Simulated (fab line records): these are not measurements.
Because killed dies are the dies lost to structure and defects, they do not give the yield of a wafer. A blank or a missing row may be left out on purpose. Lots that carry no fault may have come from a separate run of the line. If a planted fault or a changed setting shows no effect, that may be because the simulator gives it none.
fab line records    flow sky130
record: lots: 11  wafers: 33  last_day: 50
route steps=708 shown LI_CONTACT@385 CONTACT@423 METAL1@436 PAD_OPEN@708
lots with no fault: from the same line, run without faults
start_h: hours from the record's opening day to when the first of the lot's shown wafers began    wait_h: time in hours since the lot's previous step    " same as the row above    L1.1+2: one row covering several wafers at once    - no value, or no start was given    * or withheld: withheld    < > ~ a bound
route shown NAME@n: NAME is a module with steps in the file, n the number in the route of the first one    usual: mean/standard deviation of fault-free wafers    same: alike in all rows    chamber/n: place in a boat    sites: the reading at each site    _std_site: the standard deviation of these    _edge_site: inner sites' mean taken away from outer sites' mean    radius_mm: for every site, how far away it sits from the centre of the wafer    mask NAME#n: copy n    behind: the last tool/chamber to shape the wafer    hold: why the lot was held/for how many hours/how that ended    device: transistor that didn't switch, given as n, p or np    end of line: tests run on the same wafers once the route is complete    a step with no rows: only its recipe    killed: dies that structure and defects cost at the first sort, which is not the same as the wafer's yield    map: a wafer's dies, marking killed ones x, the rest . and places with no die _
set.NAME: the run value of the setting; set.NAME@STEP: its run value at that earlier step    model.NAME: the simulator's own value behind a step, which no gauge read
steps of the route over a sample of lots; a table a step, a row a wafer
services: when a tool's chamber went out of use (start_h, in hours from the record's first day, below 0 if earlier), for how many hours, and the reason
== steps ==
step: SKY_LI_CONTACT_THK_MEAS_23
recipe: thk_meas_gauge: xrf  reads: W_of_LI_CONTACT_CVD_21
usual: LI_CONTACT_W_THK: 376/5.4
lot.wafer  tool           chamber  start_h  wait_h  LI_CONTACT_W_THK[nm]
L273.3     film_metro-04  -        718.07   0.1     386
L273.5     "              -        "        "       383
L273.6     "              -        "        "       380
L274.2     film_metro-04  -        720.63   0.1     386
L274.4     "              -        "        "       380
L274.6     "              -        "        "       378
L276.2     film_metro-03  -        739.23   0.1     385
L276.3     "              -        "        "       387
L276.6     "              -        "        "       385
L278.1     film_metro-04  -        760.06   0.1     377
L278.2     "              -        "        "       375
L278.4     "              -        "        "       365
L282.2     film_metro-01  -        791.52   0.1     382
L282.4     "              -        "        "       376
L282.6     "              -        "        "       374
L284.1     film_metro-01  -        800.17   0.1     370
L284.4     "              -        "        "       376
L284.5     "              -        "        "       374
L283.2     film_metro-04  -        803.18   0.1     375
L283.3     "              -        "        "       372
L283.5     "              -        "        "       377
L287.2     film_metro-01  -        825.47   0.1     373
L287.4     "              -        "        "       374
L287.5     "              -        "        "       368
L288.2     film_metro-01  -        827.51   0.1     376
L288.5     "              -        "        "       370
L288.6     "              -        "        "       373
L289.4     film_metro-04  -        840.54   0.1     379
L289.5     "              -        "        "       375
L289.6     "              -        "        "       373
L292.1     film_metro-04  -        852.86   0.1     376
L292.4     "              -        "        "       378
L292.6     "              -        "        "       381
step: SKY_CONTACT_ETCH_17
recipe: target: SiO2  chemistry: C4F8/O2/Ar  stop_on: Si3N4  mask_material: KrF-thick  source_w: 1500  bias_w: 1200  pressure_mtorr: 40  c4f8_flow_sccm: withheld  O2_flow_sccm: 6  Ar_flow_sccm: 300  time_s: withheld  target_depth_a: 3400
usual: bias_w: 1200/3.4  chamber_pressure_mTorr: 40.00/0.034  oes_product_au: 0.891/0.0047
lot.wafer  tool         chamber  start_h  wait_h  bias_w  chamber_pressure_mTorr  oes_product_au
L273.3     rie_diel-01  1        778.17   0.0     -       -                       -
L273.5     "            1        "        "       -       -                       -
L273.6     "            0        "        "       -       -                       -
L274.2     rie_diel-01  3        779.31   0.0     -       -                       -
L274.4     "            2        "        "       -       -                       -
L274.6     "            0        "        "       -       -                       -
L276.2     rie_diel-01  0        793.71   0.0     1201    40.02                   0.893
L276.3     "            2        "        "       1198    40.02                   0.885
L276.6     "            0        "        "       1196    40.01                   0.891
L278.1     rie_diel-04  3        815.96   0.0     1197    39.97                   0.893
L278.2     "            2        "        "       1192    40.01                   0.893
L278.4     "            1        "        "       1200    39.95                   0.886
L282.2     rie_diel-03  1        847.17   0.0     1197    39.98                   0.892
L282.4     "            0        "        "       1197    40.02                   0.890
L282.6     "            1        "        "       1198    39.97                   0.885
L284.1     rie_diel-04  0        855.26   0.0     1203    40.07                   0.890
L284.4     "            2        "        "       1201    40.03                   0.892
L284.5     "            2        "        "       1206    40.01                   0.889
L283.2     rie_diel-04  2        859.07   0.0     1201    40.02                   0.894
L283.3     "            0        "        "       1198    40.03                   0.887
L283.5     "            0        "        "       1207    39.99                   0.886
L287.2     rie_diel-01  3        879.87   0.0     1198    40.01                   0.896
L287.4     "            2        "        "       1200    40.05                   0.890
L287.5     "            0        "        "       1199    39.96                   0.886
L288.2     rie_diel-01  0        882.12   0.0     1202    40.00                   0.888
L288.5     "            1        "        "       1197    39.99                   0.888
L288.6     "            2        "        "       1200    40.00                   0.891
L289.4     rie_diel-01  1        895.57   0.0     1207    39.96                   0.893
L289.5     "            0        "        "       1202    40.02                   0.889
L289.6     "            3        "        "       1197    40.00                   0.890
L292.1     rie_diel-01  1        906.81   0.0     1200    40.02                   0.888
L292.4     "            0        "        "       1199    39.95                   0.906
L292.6     "            2        "        "       1193    39.99                   0.894
step: SKY_CONTACT_ETCH_18
recipe: target: Si3N4  chemistry: CHF3/O2  stop_on: TiN  source_w: 600  bias_w: 200  pressure_mtorr: 40  chf3_flow_sccm: 50  O2_flow_sccm: 5  time_s: 39  target_depth_a: 750
usual: O2_flow_sccm: 5.000/0.016  bias_w: 200.0/0.6  chamber_pressure_mTorr: 40.00/0.037  drypump_motor_current_A: 5.5/0.49  oes_product_au: 0.854/0.0077  throttle_valve_pct: 8.793/0.0084
lot.wafer  tool         chamber  start_h  wait_h  O2_flow_sccm  bias_w  chamber_pressure_mTorr  drypump_motor_current_A  oes_product_au  rf_hours_counter_h  throttle_valve_pct
L273.3     rie_diel-01  1        -        -       5.020         198.9   39.99                   4.9                      0.368           42                  8.669
L273.5     "            1        "        "       5.001         199.1   39.94                   4.9                      0.367           -                   8.681
L273.6     "            0        "        "       4.979         200.4   39.91                   5.9                      0.378           -                   8.677
L274.2     rie_diel-01  3        -        -       4.981         202.2   39.98                   5.7                      0.381           11                  8.683
L274.4     "            2        "        "       5.025         199.6   40.02                   5.8                      0.369           -                   8.668
L274.6     "            0        "        "       4.984         200.7   39.97                   5.9                      0.379           -                   8.675
L276.2     rie_diel-01  0        -        -       4.995         199.7   39.99                   5.9                      0.841           17                  8.790
L276.3     "            2        "        "       5.031         200.0   40.03                   5.8                      0.836           5                   8.797
L276.6     "            0        "        "       5.006         199.6   40.05                   5.9                      0.848           -                   8.795
L278.1     rie_diel-04  3        -        -       4.964         199.7   40.01                   4.8                      0.848           8                   8.802
L278.2     "            2        "        "       4.977         201.0   40.04                   5.7                      0.847           4                   8.781
L278.4     "            1        "        "       4.978         199.2   40.00                   4.9                      0.852           17                  8.796
L282.2     rie_diel-03  1        -        -       4.975         199.9   39.99                   6.7                      0.857           8                   8.782
L282.4     "            0        "        "       5.001         200.0   39.99                   5.6                      0.869           14                  8.797
L282.6     "            1        "        "       4.979         200.6   39.94                   6.7                      0.850           -                   8.795
L284.1     rie_diel-04  0        -        -       5.007         200.3   40.03                   5.4                      0.859           5                   8.797
L284.4     "            2        "        "       4.994         200.1   40.03                   5.7                      0.850           5                   8.793
L284.5     "            2        "        "       4.976         199.8   39.98                   5.7                      0.854           -                   8.802
L283.2     rie_diel-04  2        -        -       5.005         199.0   40.06                   5.7                      0.840           6                   8.798
L283.3     "            0        "        "       5.014         200.0   39.96                   5.4                      0.862           5                   8.780
L283.5     "            0        "        "       5.017         201.2   40.04                   5.5                      0.844           -                   8.789
L287.2     rie_diel-01  3        -        -       5.012         199.8   39.99                   5.7                      0.860           14                  8.777
L287.4     "            2        "        "       5.001         200.8   40.00                   5.8                      0.856           8                   8.793
L287.5     "            0        "        "       5.008         199.7   39.99                   5.9                      0.850           -                   8.802
L288.2     rie_diel-01  0        -        -       5.011         199.5   40.06                   5.9                      0.857           20                  8.788
L288.5     "            1        "        "       5.017         200.7   39.97                   4.9                      0.851           -                   8.787
L288.6     "            2        "        "       4.974         199.5   39.97                   5.8                      0.868           -                   8.801
L289.4     rie_diel-01  1        -        -       5.027         200.4   40.04                   4.9                      0.853           3                   8.787
L289.5     "            0        "        "       4.978         200.7   39.99                   5.9                      0.851           -                   8.785
L289.6     "            3        "        "       4.983         200.0   39.97                   5.7                      0.846           -                   8.785
L292.1     rie_diel-01  1        -        -       4.970         200.3   40.00                   4.9                      0.854           4                   8.790
L292.4     "            0        "        "       4.999         199.7   40.00                   5.9                      0.845           20                  8.801
L292.6     "            2        "        "       4.982         200.4   40.08                   5.8                      0.864           -                   8.800
step: SKY_CONTACT_STRIP_19
recipe: chemistry: O2/N2  power_w: 1400  pressure_mtorr: 1500  platen_temp_c: withheld  o2_flow_sccm: 3000  n2_flow_sccm: 300  overash_fraction: 0.5
usual: chamber_pressure_mTorr: 1499.9/1.4  drypump_motor_current_A: 5.56/0.29  n2_flow_sccm: 300.2/0.85  oes_product_au: 0.381/0.0046  strip_time_to_endpoint_s: 3.61/0.033
same: overash_fraction: 0.5
lot.wafer  tool             chamber  start_h  wait_h  chamber_pressure_mTorr  drypump_motor_current_A  n2_flow_sccm  oes_product_au  rf_hours_counter_h  strip_time_to_endpoint_s
L273.3     plasma_asher-02  0        778.30   -       1497.8                  5.64                     299.4         0.416           -                   4.32
L273.5     "                1        "        "       1498.7                  5.50                     301.9         0.410           -                   4.26
L273.6     "                0        "        "       1500.4                  5.65                     300.0         0.404           -                   4.33
L274.2     plasma_asher-02  1        779.40   -       1496.7                  5.53                     300.5         0.419           3                   4.26
L274.4     "                1        "        "       1501.0                  5.52                     299.6         0.404           -                   4.26
L274.6     "                0        "        "       1498.3                  5.63                     299.6         0.414           -                   4.30
L276.2     plasma_asher-02  0        793.80   -       1497.4                  5.71                     299.9         0.388           4                   3.62
L276.3     "                0        "        "       1500.0                  5.66                     300.0         0.381           -                   3.57
L276.6     "                1        "        "       1500.6                  5.51                     300.1         0.379           -                   3.63
L278.1     plasma_asher-03  0        816.05   -       1496.2                  5.44                     301.0         0.382           69                  3.62
L278.2     "                1        "        "       1501.1                  5.14                     300.6         0.383           69                  3.64
L278.4     "                1        "        "       1501.2                  5.12                     300.3         0.392           -                   3.57
L282.2     plasma_asher-03  0        847.26   -       1498.0                  5.44                     300.6         0.382           72                  3.53
L282.4     "                0        "        "       1501.1                  5.45                     299.8         0.371           -                   3.59
L282.6     "                0        "        "       1501.1                  5.44                     300.0         0.376           -                   3.55
L284.1     plasma_asher-03  1        855.35   -       1499.1                  5.16                     300.1         0.385           73                  3.60
L284.4     "                0        "        "       1499.7                  5.43                     300.2         0.380           -                   3.65
L284.5     "                0        "        "       1499.6                  5.45                     301.1         0.382           -                   3.63
L283.2     plasma_asher-01  1        859.16   -       1498.7                  5.61                     301.5         0.388           101                 3.64
L283.3     "                0        "        "       1497.7                  6.07                     298.7         0.380           -                   3.57
L283.5     "                1        "        "       1497.5                  5.57                     300.3         0.382           -                   3.58
L287.2     plasma_asher-01  1        879.96   -       1499.6                  5.58                     300.5         0.376           103                 3.60
L287.4     "                1        "        "       1500.3                  5.59                     300.5         0.385           -                   3.54
L287.5     "                0        "        "       1502.9                  6.08                     300.1         0.386           -                   3.58
L288.2     plasma_asher-02  0        882.21   -       1500.0                  5.66                     300.1         0.379           13                  3.66
L288.5     "                1        "        "       1499.1                  5.53                     300.3         0.383           -                   3.62
L288.6     "                0        "        "       1500.8                  5.64                     299.4         0.372           -                   3.58
L289.4     plasma_asher-03  0        895.70   -       1501.5                  5.45                     298.7         0.381           -                   3.59
L289.5     "                0        "        "       1499.7                  5.45                     299.0         0.372           -                   3.59
L289.6     "                1        "        "       1500.8                  5.13                     300.0         0.372           -                   3.64
L292.1     plasma_asher-02  1        906.90   -       1498.9                  5.50                     300.3         0.378           16                  3.61
L292.4     "                0        "        "       1499.1                  5.66                     299.8         0.375           -                   3.63
L292.6     "                1        "        "       1500.2                  5.52                     300.1         0.390           -                   3.59
step: SKY_METAL1_SPUTTER_02
recipe: material: AlCu  target_thk_nm: 250  power_w: 10600  time_s: 13.3  chamber_pressure_pa: 0.4
usual: throttle_valve_pct: 29.9/1
lot.wafer  tool            chamber  start_h  wait_h  throttle_valve_pct
L276.2     pvd_sputter-01  -        795.09   0.0     29.2
L276.3     "               -        "        "       31.0
L276.6     "               -        "        "       30.5
L278.1     pvd_sputter-02  -        817.37   0.0     30.0
L278.2     "               -        "        "       28.1
L278.4     "               -        "        "       28.5
L282.2     pvd_sputter-01  -        848.57   0.0     30.8
L282.4     "               -        "        "       29.1
L282.6     "               -        "        "       31.0
L284.1     pvd_sputter-01  -        856.65   0.0     29.2
L284.4     "               -        "        "       30.8
L284.5     "               -        "        "       30.6
L283.2     pvd_sputter-04  -        860.48   0.0     31.3
L283.3     "               -        "        "       28.2
L283.5     "               -        "        "       30.5
L287.2     pvd_sputter-04  -        881.27   0.0     30.8
L287.4     "               -        "        "       28.1
L287.5     "               -        "        "       29.7
L288.2     pvd_sputter-04  -        883.54   0.0     31.0
L288.5     "               -        "        "       29.7
L288.6     "               -        "        "       28.3
L289.4     pvd_sputter-04  -        897.04   0.0     30.9
L289.5     "               -        "        "       28.1
L289.6     "               -        "        "       30.2
L292.1     pvd_sputter-04  -        908.19   0.0     30.3
L292.4     "               -        "        "       28.0
L292.6     "               -        "        "       30.8
step: SKY_METAL1_SPUTTER_04
recipe: material: TiN  target_thk_nm: 70  power_w: 6500  time_s: 58.3  chamber_pressure_pa: 0.4
usual: throttle_valve_pct: 29.9/1
lot.wafer  tool            chamber  start_h  wait_h  throttle_valve_pct
L276.2     pvd_sputter-01  -        795.13   0.0     29.3
L276.3     "               -        "        "       30.9
L276.6     "               -        "        "       30.5
L278.1     pvd_sputter-02  -        817.42   0.0     30.2
L278.2     "               -        "        "       28.4
L278.4     "               -        "        "       28.4
L282.2     pvd_sputter-01  -        848.61   0.0     31.1
L282.4     "               -        "        "       29.3
L282.6     "               -        "        "       30.9
L284.1     pvd_sputter-01  -        856.69   0.0     29.3
L284.4     "               -        "        "       31.1
L284.5     "               -        "        "       30.7
L283.2     pvd_sputter-04  -        860.53   0.0     31.0
L283.3     "               -        "        "       28.0
L283.5     "               -        "        "       30.3
L287.2     pvd_sputter-04  -        881.31   0.0     30.9
L287.4     "               -        "        "       28.4
L287.5     "               -        "        "       29.9
L288.2     pvd_sputter-04  -        883.59   0.0     30.8
L288.5     "               -        "        "       29.6
L288.6     "               -        "        "       28.2
L289.4     pvd_sputter-04  -        897.08   0.0     31.0
L289.5     "               -        "        "       28.0
L289.6     "               -        "        "       30.5
L292.1     pvd_sputter-04  -        908.24   0.0     30.5
L292.4     "               -        "        "       28.1
L292.6     "               -        "        "       30.7
step: SKY_PAD_OPEN_PROBE_99
usual: killed_at_M0_to_M3: 43/7.6  killed_at_M4_up: 2.9/1.9  killed_at_contacts: 24/5  killed_at_front_end: 15/4.3  killed_at_other: 0.3/0.54  killed_dies: 85/10  killed_on_rim: 17/3.9  killed_open: 47/7  killed_short: 38/6.4
same: gross_dies: 492  killed_at_back_side: 0
lot.wafer  tool       chamber  start_h  wait_h  killed_at_M0_to_M3  killed_at_M4_up  killed_at_contacts  killed_at_front_end  killed_at_other  killed_dies  killed_on_rim  killed_open  killed_short
L273.3     prober-02  -        1107.16  0.2     242                 72               120                 7                    51               492          96             46           38
L273.5     prober-02  -        1107.26  0.2     235                 58               111                 17                   71               492          96             52           32
L273.6     prober-02  -        1107.31  0.2     234                 66               115                 16                   61               492          96             46           34
L274.2     prober-01  -        1111.13  0.1     245                 60               117                 13                   57               492          96             45           37
L274.4     prober-01  -        1111.23  0.2     226                 54               123                 18                   71               492          96             46           32
L274.6     prober-01  -        1111.33  0.2     240                 63               112                 16                   61               492          96             42           36
L278.1     prober-02  -        1140.06  0.1     44                  4                26                  15                   1                90           20             57           33
L278.2     prober-02  -        1140.11  0.1     43                  2                19                  18                   0                82           10             47           35
L278.4     prober-02  -        1140.21  0.2     27                  0                20                  11                   0                58           16             29           29
L282.2     prober-01  -        1161.13  0.1     48                  2                27                  18                   1                96           16             57           39
L282.4     prober-01  -        1161.23  0.2     43                  1                27                  19                   0                90           18             47           43
L282.6     prober-01  -        1161.33  0.2     44                  4                33                  10                   0                91           19             52           39
L284.1     prober-02  -        1168.11  0.1     38                  2                27                  20                   2                89           17             45           44
L284.4     prober-02  -        1168.26  0.2     42                  1                22                  17                   0                82           16             50           32
L284.5     prober-02  -        1168.31  0.2     37                  3                22                  16                   0                78           17             44           34
L283.2     prober-01  -        1169.44  0.1     54                  4                20                  16                   0                94           26             51           43
L287.2     prober-02  -        1180.74  0.1     49                  2                18                  9                    1                79           17             38           41
L287.4     prober-02  -        1180.84  0.2     35                  4                26                  11                   0                76           12             39           37
L287.5     prober-02  -        1180.89  0.2     37                  3                24                  14                   0                78           11             39           39
L288.2     prober-01  -        1186.02  0.1     39                  5                26                  17                   0                87           18             49           38
L288.5     prober-01  -        1186.17  0.2     39                  3                27                  15                   1                85           15             47           38
L288.6     prober-01  -        1186.22  0.2     44                  1                29                  16                   0                90           25             51           39
L289.4     prober-02  -        1190.92  0.2     32                  1                27                  19                   0                79           14             47           32
L289.5     prober-02  -        1190.97  0.2     46                  5                31                  17                   0                99           23             56           43
L289.6     prober-02  -        1191.02  0.2     43                  5                21                  12                   0                81           12             41           40
killed by level:class
L273.3 CONTACT:area_etch=88 METAL1:area_expose=41 VIA2:area_expose=38 VIA4:area_expose=35 METAL4:area_expose=34 METAL2:area_expose=34 METAL3:area_expose=30 VIA1:area_expose=29
L273.5 CONTACT:area_etch=90 METAL1:area_expose=38 CAP2M:area_expose=38 VIA1:area_expose=34 VIA2:area_expose=33 CAPM:area_expose=33 METAL2:area_expose=31 VIA3:area_expose=30
L273.6 CONTACT:area_etch=86 VIA1:area_expose=44 METAL2:area_expose=38 METAL4:area_expose=38 CAP2M:area_expose=36 METAL3:area_expose=33 METAL1:area_expose=33 VIA2:area_expose=27
L274.2 CONTACT:area_etch=96 METAL3:area_expose=43 METAL2:area_expose=35 VIA3:area_expose=34 VIA2:area_expose=32 VIA4:area_expose=30 VIA1:area_expose=29 CAP2M:area_expose=29
L274.4 CONTACT:area_etch=100 CAP2M:area_expose=44 METAL2:area_expose=36 METAL3:area_expose=34 METAL1:area_expose=32 VIA2:area_expose=31 VIA1:area_expose=30 VIA4:area_expose=30
L274.6 CONTACT:area_etch=93 VIA3:area_expose=47 VIA4:area_expose=35 METAL3:area_expose=34 METAL1:area_expose=32 METAL2:area_expose=31 CAPM:area_expose=31 VIA1:area_expose=30
L278.1 VIA1:geometric_particle:open=12 CONTACT:geometric_particle:open=12 VIA3:geometric_particle:open=9 LI_CONTACT:geometric_particle:open=6 METAL2:geometric_particle:short=6 FIELD_ISO:geometric_particle:open=5 VIA2:geometric_particle:open=5 CONTACT:geometric_particle:short=4
L278.2 VIA1:geometric_particle:open=13 VIA1:geometric_particle:short=7 LI_CONTACT:geometric_particle:open=6 VIA3:geometric_particle:open=6 FIELD_ISO:geometric_particle:open=5 VIA2:geometric_particle:open=5 LOCAL_INTERCONNECT:geometric_particle:short=4 METAL1:geometric_particle:short=4
L278.4 CONTACT:geometric_particle:open=6 LI_CONTACT:geometric_particle:open=5 VIA1:geometric_particle:open=5 LOCAL_INTERCONNECT:geometric_particle:short=4 METAL3:geometric_particle:short=4 VIA3:geometric_particle:open=4 FIELD_ISO:geometric_particle:short=3 METAL1:geometric_particle:short=3
L282.2 VIA1:geometric_particle:open=13 CONTACT:geometric_particle:open=12 LI_CONTACT:geometric_particle:open=7 VIA2:geometric_particle:open=7 VIA1:geometric_particle:short=6 VIA3:geometric_particle:open=6 FIELD_ISO:geometric_particle:short=5 POLY_GATE:geometric_particle:open=4
L282.4 CONTACT:geometric_particle:open=12 FIELD_ISO:geometric_particle:short=9 VIA1:geometric_particle:open=9 VIA3:geometric_particle:open=7 VIA2:geometric_particle:open=7 METAL1:geometric_particle:short=6 LI_CONTACT:geometric_particle:short=5 LI_CONTACT:geometric_particle:open=5
L282.6 VIA1:geometric_particle:open=15 CONTACT:geometric_particle:open=14 CONTACT:geometric_particle:short=10 VIA2:geometric_particle:open=7 FIELD_ISO:geometric_particle:open=6 VIA1:geometric_particle:short=6 VIA2:geometric_particle:short=4 LI_CONTACT:geometric_particle:open=4
L284.1 CONTACT:geometric_particle:open=13 VIA1:geometric_particle:open=9 METAL1:geometric_particle:short=8 VIA3:geometric_particle:open=8 CONTACT:geometric_particle:short=6 FIELD_ISO:geometric_particle:short=5 POLY_GATE:geometric_particle:short=4 FIELD_ISO:geometric_particle:open=3
L284.4 CONTACT:geometric_particle:open=9 VIA3:geometric_particle:open=9 METAL2:geometric_particle:short=7 VIA1:geometric_particle:open=7 VIA2:geometric_particle:open=7 FIELD_ISO:geometric_particle:open=5 LOCAL_INTERCONNECT:geometric_particle:short=4 METAL1:geometric_particle:short=4
L284.5 CONTACT:geometric_particle:open=10 VIA1:geometric_particle:open=7 FIELD_ISO:geometric_particle:open=5 VIA2:geometric_particle:open=5 VIA1:geometric_particle:short=5 VIA3:geometric_particle:open=5 VIA3:geometric_particle:short=5 CONTACT:geometric_particle:short=4
L283.2 VIA1:geometric_particle:open=11 VIA2:geometric_particle:open=9 METAL1:geometric_particle:short=8 VIA3:geometric_particle:open=7 METAL2:geometric_particle:short=7 LOCAL_INTERCONNECT:geometric_particle:short=5 CONTACT:geometric_particle:short=5 FIELD_ISO:geometric_particle:open=4
L287.2 VIA1:geometric_particle:open=12 CONTACT:geometric_particle:open=7 VIA1:geometric_particle:short=7 METAL1:geometric_particle:short=7 VIA2:geometric_particle:short=5 LI_CONTACT:geometric_particle:open=4 METAL2:geometric_particle:short=4 VIA2:geometric_particle:open=4
L287.4 CONTACT:geometric_particle:open=8 METAL1:geometric_particle:short=8 LI_CONTACT:geometric_particle:open=6 CONTACT:geometric_particle:short=6 VIA1:geometric_particle:open=5 VIA3:geometric_particle:open=5 POLY_GATE:geometric_particle:open=4 LOCAL_INTERCONNECT:geometric_particle:short=4
L287.5 LI_CONTACT:geometric_particle:open=9 FIELD_ISO:geometric_particle:short=7 CONTACT:geometric_particle:open=7 METAL1:geometric_particle:short=6 VIA2:geometric_particle:open=5 VIA3:geometric_particle:open=5 VIA3:geometric_particle:short=4 VIA1:geometric_particle:open=4
L288.2 CONTACT:geometric_particle:open=11 VIA1:geometric_particle:open=7 VIA3:geometric_particle:open=7 METAL1:geometric_particle:short=6 METAL2:geometric_particle:short=6 LI_CONTACT:geometric_particle:open=5 CONTACT:geometric_particle:short=5 FIELD_ISO:geometric_particle:open=4
L288.5 VIA3:geometric_particle:open=9 CONTACT:geometric_particle:open=8 VIA1:geometric_particle:open=8 POLY_GATE:geometric_particle:open=5 LI_CONTACT:geometric_particle:open=5 METAL2:geometric_particle:short=5 CONTACT:geometric_particle:short=4 LI_CONTACT:geometric_particle:short=4
L288.6 VIA3:geometric_particle:open=10 CONTACT:geometric_particle:short=9 VIA2:geometric_particle:open=8 LI_CONTACT:geometric_particle:open=7 LOCAL_INTERCONNECT:geometric_particle:short=7 METAL1:geometric_particle:short=7 CONTACT:geometric_particle:open=6 VIA1:geometric_particle:open=6
L289.4 CONTACT:geometric_particle:open=13 LI_CONTACT:geometric_particle:open=7 POLY_GATE:geometric_particle:open=6 VIA3:geometric_particle:open=5 FIELD_ISO:geometric_particle:open=4 VIA1:geometric_particle:short=4 VIA1:geometric_particle:open=4 METAL2:geometric_particle:short=4
L289.5 VIA1:geometric_particle:open=13 LI_CONTACT:geometric_particle:open=11 CONTACT:geometric_particle:open=9 VIA3:geometric_particle:open=6 LOCAL_INTERCONNECT:geometric_particle:short=4 CONTACT:geometric_particle:short=4 METAL1:geometric_particle:short=4 VIA1:geometric_particle:short=4
L289.6 VIA1:geometric_particle:open=9 VIA1:geometric_particle:short=8 VIA2:geometric_particle:open=7 CONTACT:geometric_particle:open=6 LI_CONTACT:geometric_particle:open=5 VIA3:geometric_particle:open=5 POLY_GATE:geometric_particle:short=4 LOCAL_INTERCONNECT:geometric_particle:short=4
== services ==
tool             chamber  start_h  hours  kind
rie_diel-01      1        778.26   -      clean
rie_diel-01      1        778.26   22.6   scheduled_down
rie_diel-01      1        778.26   22.6   vent_cycle
pvd_sputter-02   1        779.65   -      consumable_replace:kit
pvd_sputter-02   1        779.65   18.0   scheduled_down
pvd_sputter-01   -        782.14   0.5    repair
rie_diel-04      0        785.23   7.2    repair
pvd_sputter-02   -        790.80   6.8    repair
pvd_sputter-04   -        794.33   1.5    repair
plasma_asher-01  -        815.12   2.1    repair
plasma_asher-02  -        831.02   2.7    repair
rie_diel-01      0        831.13   16.3   repair
rie_diel-04      1        857.28   132.0  repair
plasma_asher-01  -        869.28   0.9    repair
pvd_sputter-04   1        873.10   -      consumable_replace:kit
pvd_sputter-04   1        873.10   18.0   scheduled_down
pvd_sputter-04   1        873.10   18.0   vent_cycle
pvd_sputter-01   0        873.30   -      consumable_replace:kit
pvd_sputter-01   0        873.30   18.0   scheduled_down
pvd_sputter-01   0        873.30   18.0   vent_cycle
rie_diel-03      0        877.53   3.0    repair
rie_diel-01      1        889.88   3.0    repair
rie_diel-01      -        901.19   2.8    pm
rie_diel-03      3        906.55   18.1   repair
== key ==
first_sign: step: SKY_CONTACT_ETCH_17  reading: tool_record  direction: missing
effect: step: SKY_CONTACT_ETCH_18  reading: oes_product_au  direction: down  sigmas: 62  usual: 0.854  struck: 0.374
effect: step: SKY_CONTACT_STRIP_19  reading: strip_time_to_endpoint_s  direction: up  sigmas: 21  usual: *  struck: *
effect: step: SKY_PAD_OPEN_PROBE_99  reading: killed_at_other  direction: up  sigmas: 62  usual: 0.3  struck: 62
more_kills_born_at: SKY_CONTACT_ETCH_17@rie_diel-01: 553
met_at SKY_CONTACT_ETCH_17
struck_lots L273,L274
later_rows_left_out L273.3,L273.5,L273.6,L274.2,L274.4,L274.6
tester_left_out L273,L274
not_acting_at SKY_LI_CONTACT_THK_MEAS_23,SKY_METAL1_SPUTTER_02,SKY_METAL1_SPUTTER_04
fault: kind: skipped_step_whole  tool: rie_diel-01  chamber: -  onset_h: 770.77  steps: SKY_CONTACT_ETCH_17  scope: struck_lots_only
tester_left_out: of these lots the tester's yield and bins aren't shown, on N5 and GAA mostly nor the transistor test; their killed dies are dies lost to structure and defects alone, not to doping, threshold or leakage, so they don't give the yield
later_rows_left_out: the simulator's readings of these wafers behind a module that went badly wrong aren't trusted and aren't shown, but for the sort
